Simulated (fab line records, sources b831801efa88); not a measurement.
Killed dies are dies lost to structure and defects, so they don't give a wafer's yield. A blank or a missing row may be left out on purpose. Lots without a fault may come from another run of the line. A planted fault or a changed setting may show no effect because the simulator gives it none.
Which tool did it? | flow gf180mcu | 12 lots, 36 wafers sampled, at 5 steps of a route of 602

WHAT THE GAUGES READ, wafer by wafer
GF_VT_IMPLANT_OVL_MEAS_40. Usual: VT_IMPLANT_03_OVL 0.0 nm, standard deviation 1.3.
lot  | measured     | on         | VT_IMPLANT_03_OVL (nm) | flag
L891 | day 7 23:18  | overlay-01 | 0.1 -2.0 0.3           |
L892 | day 8 12:01  | overlay-01 | 0.5 -1.4 1.5           |
L893 | day 8 16:45  | overlay-01 | 0.4 2.3 0.8            |
L894 | day 9 00:18  | overlay-01 | -0.2 -1.6 -0.5         |
L895 | day 9 05:36  | overlay-02 | 1.2 1.4 2.3            |
L896 | day 9 12:04  | overlay-02 | -0.9 -0.1 0.9          |
L898 | day 9 22:03  | overlay-01 | 0.1 -0.9 -0.2          |
L901 | day 10 17:34 | overlay-02 | -2.6 -1.3 -0.1         |
L906 | day 12 03:28 | overlay-01 | -0.6 0.9 0.5           |
L909 | day 12 18:10 | overlay-01 | 0.7 -0.7 -0.6          |
L910 | day 13 04:29 | overlay-01 | 0.7 0.4 1.1            |
L912 | day 13 18:30 | overlay-02 | 0.7 -0.8 -1.6          |

GF_VT_IMPLANT_TW_MEAS_43. Usual: VT_IMPLANT_4_TW 689, standard deviation 4.5.
lot  | measured     | on            | VT_IMPLANT_4_TW         | flag
L891 | day 7 23:35  | film_metro-01 | 691 690 693             |
L892 | day 8 12:19  | film_metro-01 | 692 689 688             |
L893 | day 8 17:02  | film_metro-01 | 689 692 689             |
L894 | day 9 00:35  | film_metro-01 | 688 687 689             |
L895 | day 9 05:53  | film_metro-01 | 689 688 692             |
L896 | day 9 12:21  | film_metro-01 | 643 641 642 638 636 638 | OFF
L898 | day 9 22:20  | film_metro-04 | 637 637 638 633 637 635 | OFF
L901 | day 10 17:51 | film_metro-03 | 683 680 682             |
L906 | day 12 03:46 | film_metro-01 | 691 693 695             |
L909 | day 12 18:27 | film_metro-04 | 685 685 684             |
L910 | day 13 04:47 | film_metro-04 | 686 684 683             |
L912 | day 13 18:47 | film_metro-04 | 682 685 682             |

WHICH TOOL RAN EACH LOT (tool, then ch and the chambers of the sampled wafers, then the start)
lot  | GF_NWELL_STRIP_10                   | GF_VT_IMPLANT_IMPLANT_41        | GF_VT_IMPLANT_STRIP_42
L891 | plasma_asher-03 ch 0,1, day 3 17:20 | implanter-02 ch 0, day 7 23:20  | plasma_asher-01 ch 0,1, day 7 23:29
L892 | plasma_asher-03 ch 0,1, day 4 01:34 | implanter-02 ch 0, day 8 12:07  | plasma_asher-03 ch 0,1, day 8 12:13
L893 | plasma_asher-04 ch 0,1, day 4 07:02 | implanter-03 ch 0, day 8 16:47  | plasma_asher-04 ch 0,1, day 8 16:56
L894 | plasma_asher-04 ch 0,1, day 4 12:12 | implanter-02 ch 0, day 9 00:20  | plasma_asher-01 ch 0,1, day 9 00:29
L895 | plasma_asher-04 ch 0, day 4 15:47   | implanter-02 ch 0, day 9 05:38  | plasma_asher-03 ch 0,1, day 9 05:47
L896 | plasma_asher-01 ch 0,1, day 4 21:42 | implanter-02 ch 0, day 9 12:06  | plasma_asher-03 ch 0,1, day 9 12:15
L898 | plasma_asher-04 ch 0,1, day 5 07:05 | implanter-02 ch 0, day 9 22:05  | plasma_asher-01 ch 0,1, day 9 22:14
L901 | plasma_asher-04 ch 0,1, day 5 23:49 | implanter-01 ch 0, day 10 17:38 | plasma_asher-01 ch 0,1, day 10 17:46
L906 | plasma_asher-03 ch 0,1, day 7 04:25 | implanter-01 ch 0, day 12 03:34 | plasma_asher-01 ch 0,1, day 12 03:40
L909 | plasma_asher-04 ch 0,1, day 7 19:48 | implanter-01 ch 0, day 12 18:12 | plasma_asher-01 ch 0,1, day 12 18:21
L910 | plasma_asher-01 ch 0,1, day 8 03:38 | implanter-01 ch 0, day 13 04:34 | plasma_asher-04 ch 0,1, day 13 04:41
L912 | plasma_asher-04 ch 0,1, day 8 13:41 | implanter-03 ch 0, day 13 18:34 | plasma_asher-03 ch 0,1, day 13 18:41
- GF_NWELL_STRIP_10: strips in O2/N2.
- GF_VT_IMPLANT_IMPLANT_41
- GF_VT_IMPLANT_STRIP_42: strips in O2/N2.

WHAT THE TOOLS THEMSELVES READ (means of the sampled wafers that have a number; where no wafer has one, the mark that the record gives instead)
GF_NWELL_STRIP_10. Usual: drypump_motor_current_A 5.81 A, standard deviation 0.14; heater_power_w 345 W, standard deviation 15; oes_product_au 0.723 a.u., standard deviation 0.0045; strip_time_to_endpoint_s 37.02 s, standard deviation 0.082.
lot  | tool            | drypump_motor_current_A (A) | heater_power_w (W) | oes_product_au (a.u.) | strip_time_to_endpoint_s (s) | flag
L891 | plasma_asher-03 | 5.94                        | 342                | 0.723                 | 36.99                        |
L892 | plasma_asher-03 | 5.94                        | 350                | 0.722                 | 37.06                        |
L893 | plasma_asher-04 | 5.78                        | 354                | 0.722                 | 37.08                        |
L894 | plasma_asher-04 | 5.72                        | 339                | 0.720                 | 36.98                        |
L895 | plasma_asher-04 | 5.85                        | 360                | 0.720                 | 36.98                        |
L896 | plasma_asher-01 | 5.75                        | 350                | 0.721                 | 37.11                        |
L898 | plasma_asher-04 | 5.69                        | 334                | 0.722                 | 37.00                        |
L901 | plasma_asher-04 | 5.71                        | 344                | 0.722                 | 37.03                        |
L906 | plasma_asher-03 | 5.95                        | 343                | 0.720                 | 37.00                        |
L909 | plasma_asher-04 | 5.73                        | 337                | 0.725                 | 36.99                        |
L910 | plasma_asher-01 | 5.74                        | 348                | 0.725                 | 37.05                        |
L912 | plasma_asher-04 | 5.78                        | 348                | 0.721                 | 37.07                        |

GF_VT_IMPLANT_IMPLANT_41. Usual: dose_ions_cm2 1.013e+12, standard deviation 1.2e+09; faraday_current_uA 5.71, standard deviation 0.11.
lot  | tool         | dose_ions_cm2 | faraday_current_uA | flag
L891 | implanter-02 | 1.014e+12     | 5.79               |
L892 | implanter-02 | 1.013e+12     | 5.75               |
L893 | implanter-03 | 1.013e+12     | 5.71               |
L894 | implanter-02 | 1.013e+12     | 5.79               |
L895 | implanter-02 | 1.014e+12     | 5.64               |
L896 | implanter-02 | 7.972e+11     | 4.59               | OFF
L898 | implanter-02 | 7.984e+11     | 4.50               | OFF
L901 | implanter-01 | 1.015e+12     | 5.66               |
L906 | implanter-01 | 1.013e+12     | 5.83               |
L909 | implanter-01 | 1.013e+12     | 5.70               |
L910 | implanter-01 | 1.014e+12     | 5.72               |
L912 | implanter-03 | 1.013e+12     | 5.71               |

GF_VT_IMPLANT_STRIP_42. Usual: drypump_motor_current_A 5.82 A, standard deviation 0.14; heater_power_w 345 W, standard deviation 13; oes_product_au 0.716 a.u., standard deviation 0.0038; strip_time_to_endpoint_s 12.65 s, standard deviation 0.034.
lot  | tool            | drypump_motor_current_A (A) | heater_power_w (W) | oes_product_au (a.u.) | strip_time_to_endpoint_s (s) | flag
L891 | plasma_asher-01 | 5.75                        | 345                | 0.714                 | 12.69                        |
L892 | plasma_asher-03 | 6.02                        | 338                | 0.712                 | 12.64                        |
L893 | plasma_asher-04 | 5.70                        | 337                | 0.714                 | 12.67                        |
L894 | plasma_asher-01 | 5.77                        | 341                | 0.715                 | 12.64                        |
L895 | plasma_asher-03 | 5.93                        | 345                | 0.717                 | 12.62                        |
L896 | plasma_asher-03 | 5.95                        | 349                | 0.720                 | 12.67                        |
L898 | plasma_asher-01 | 5.75                        | 348                | 0.717                 | 12.66                        |
L901 | plasma_asher-01 | 5.73                        | 340                | 0.719                 | 12.64                        |
L906 | plasma_asher-01 | 5.75                        | 347                | 0.718                 | 12.63                        |
L909 | plasma_asher-01 | 5.75                        | 346                | 0.715                 | 12.63                        |
L910 | plasma_asher-04 | 5.71                        | 341                | 0.715                 | 12.63                        |
L912 | plasma_asher-03 | 5.95                        | 344                | 0.718                 | 12.66                        |

THE ANSWER, worked out from the rows above alone
Rule: a lot is off if the mean of its wafers that have a number lies more than 3 standard deviations from the usual mean. A lot without any number at a reading at which 4 lots or more have one is off too. The other lots that the step has rows for count as sound. The gauges are gone through in route order, then the tools' own readings, and for those a lot's mean is taken as printed above. The first step at which some lot is off is used, and at that step the reading that is off furthest; a lot without a number counts as furthest.
Off: L896, L898, at GF_VT_IMPLANT_TW_MEAS_43 (VT_IMPLANT_4_TW).
A tool fits if, at a process step before that reading, it ran every lot that is off, and no sound lot after the first of them. The gauges at GF_VT_IMPLANT_TW_MEAS_43 aren't tried: what is off there is off at GF_VT_IMPLANT_IMPLANT_41 too, on other tools, and a gauge's error can't cause that. One fits: implanter-02 at GF_VT_IMPLANT_IMPLANT_41. Its last sound lot is L895 (day 9 05:38), its first lot that is off L896 (day 9 12:06): a fault that began between those two fits.
The tool's own readings at GF_VT_IMPLANT_IMPLANT_41 bear it out: on the lots that are off they differ by more than 5 times the standard deviation of the sound lots' means. dose_ions_cm2 reads 7.978e+11 there against 1.014e+12 on the sound lots; faraday_current_uA reads 4.54 there against 5.73 on the sound lots.

WHAT THE SIMULATOR HAD PUT IN
Process parameter drift: implanter-02, from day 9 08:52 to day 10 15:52, at GF_VT_IMPLANT_IMPLANT_41. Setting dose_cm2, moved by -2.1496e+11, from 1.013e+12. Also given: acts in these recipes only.
Lots struck among those shown: L896, L898. The rule above found the same.
